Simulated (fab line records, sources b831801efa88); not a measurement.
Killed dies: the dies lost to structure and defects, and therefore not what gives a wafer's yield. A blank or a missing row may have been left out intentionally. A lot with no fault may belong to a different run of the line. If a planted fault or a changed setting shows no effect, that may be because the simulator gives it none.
A lot that was struck, set against a sound lot | flow sky130 | 15 out of 708 route steps
Sound: the wafers L229.3, L229.4, L229.6. Struck: wafer L245.4 (L245.3, L245.6, from the same lot, were not struck and are left out); the cause is given at the end.
At each step with rows: each side's tool, then ch and its chambers, then its first start. Under that, the readings that differ: sound wafers | struck wafers | difference of the means | sigmas: that difference in standard deviations of wafers without a fault.
alike: readings whose means differ by less than 2 such deviations, and words and numbers that are the same on both sides. not compared: withheld readings, readings that some wafer has no value for, bounds like >300 that may hide the same value, and numbers for which the record gives no deviation and whose values overlap.
The two part at a step that has a row with sigmas, a row that says differs or no value, or rows on one side only. Numbers that have no deviation but don't overlap get no sigmas and don't part them. A reading missing from all wafers of one side parts the sides only when that side holds two or more wafers.

SKY_VIA2_CD_MEAS_12 targets a cd of 200 nm.
  sound: cd sem-02 at day 37 11:45; struck: cd sem-01 at day 41 19:17
  alike: cd nm
SKY_VIA2_OVL_MEAS_13:
  sound: overlay-02 at day 37 11:50; struck: overlay-01 at day 41 19:23
  alike: VIA2_OVL
SKY_VIA2_ETCH_14: etches BARC in N2/H2, stops on SiO2, time 45.9 s, target depth 60 nm.
  sound on rie diel-04 ch 0,1,3, day 37 11:52; struck on rie diel-04 ch 2, day 41 19:25
  reading                | sound                | struck | difference | sigmas
  throttle valve pct (%) | 13.219 13.199 13.221 | 13.235 | +0.022     | +3
  alike: drypump motor current A, oes product au
  not compared: rf hours counter h
SKY_VIA2_ETCH_15: etches SiO2 in C4F8/O2/Ar, stops on TiN, target depth 546 nm, time 84 s.
  sound on rie diel-04 ch 0,1,3, day 37 11:54; struck on rie diel-04 ch 2, day 41 19:27
  alike: oes product au
  not compared: rf hours counter h
then, 4 steps without rows for these wafers: SKY_VIA2_STRIP_16 (strips in O2/N2); SKY_VIA2_STRIP_17 (strips in post etch residue remover, time 1200 s); SKY_VIA2_CLEAN_18 (cleans in IPA, time 180 s); SKY_VIA2_CLEAN_19 (cleans in O3/DIW).
SKY_VIA2_SPUTTER_20: material TiN, target thk 20 nm, time 80 s.
  sound: pvd sputter-02 at day 37 12:36; struck: pvd sputter-01 at day 41 20:06
  alike: throttle valve pct
SKY_VIA2_CVD_21: deposits W, target thk 420 nm, time 126.4 s.
  sound on cvd w-01 ch 0,1, day 37 12:43; struck on cvd w-01 ch 0, day 41 20:13
  alike: heater power w
SKY_VIA2_RS_MEAS_22: a four-point-probe measurement.
  sound: film metro-02 at day 37 12:50; struck: film metro-02 at day 41 20:20
  alike: VIA2_W_RS
SKY_VIA2_THK_MEAS_23: measures by xrf.
  sound: film metro-02 at day 37 12:56; struck: film metro-02 at day 41 20:26
  alike: VIA2_W_THK
SKY_VIA2_CMP_24: polishes, stops on SiO2, t overpolish 20 s, target thk 0 nm.
  sound on cmp-02 ch 1,2, day 37 13:02; struck on cmp-02 ch 0, day 41 20:34
  reading              | sound                | struck | difference | sigmas
  overpolish run s (s) | 20.008 20.014 20.007 | 23.407 | +3.397     | +99 or more
  t overpolish s (s)   | 20 20 20             | 23.409 | +3.409     |
  alike: motor current A, time to endpoint s
SKY_METAL3_SPUTTER_00: material Ti, target thk 15 nm, time 10 s.
  sound: pvd sputter-04 at day 37 13:17; struck: pvd sputter-02 at day 41 20:46
  alike: throttle valve pct
-- the record jumps here: 8 days lie between the struck wafers' starts before and after (it left off in module METAL3 and takes up again in module PAD_OPEN, whose first step shown is number 708 of the route) --
SKY_PAD_OPEN_PROBE_99:
  sound: prober-01 at day 46 17:39; struck: prober-02 at day 50 02:19
  reading             | sound    | struck | difference | sigmas
  killed at front end | 17 16 22 | 10     | -8         | -2
  alike: defect limited yield, killed_at_M0_to_M3, killed_at_M4_up, killed at contacts, killed at other, killed dies, killed open, killed short, sort_bin_3_pad_short, sort_bin_5_function, sort_bin_6_memory, sort n pass, sort yield pct

## WHERE THEY PART
First at SKY_VIA2_ETCH_14; last, within this record, at SKY_PAD_OPEN_PROBE_99.

WHY: whatever the simulator had introduced
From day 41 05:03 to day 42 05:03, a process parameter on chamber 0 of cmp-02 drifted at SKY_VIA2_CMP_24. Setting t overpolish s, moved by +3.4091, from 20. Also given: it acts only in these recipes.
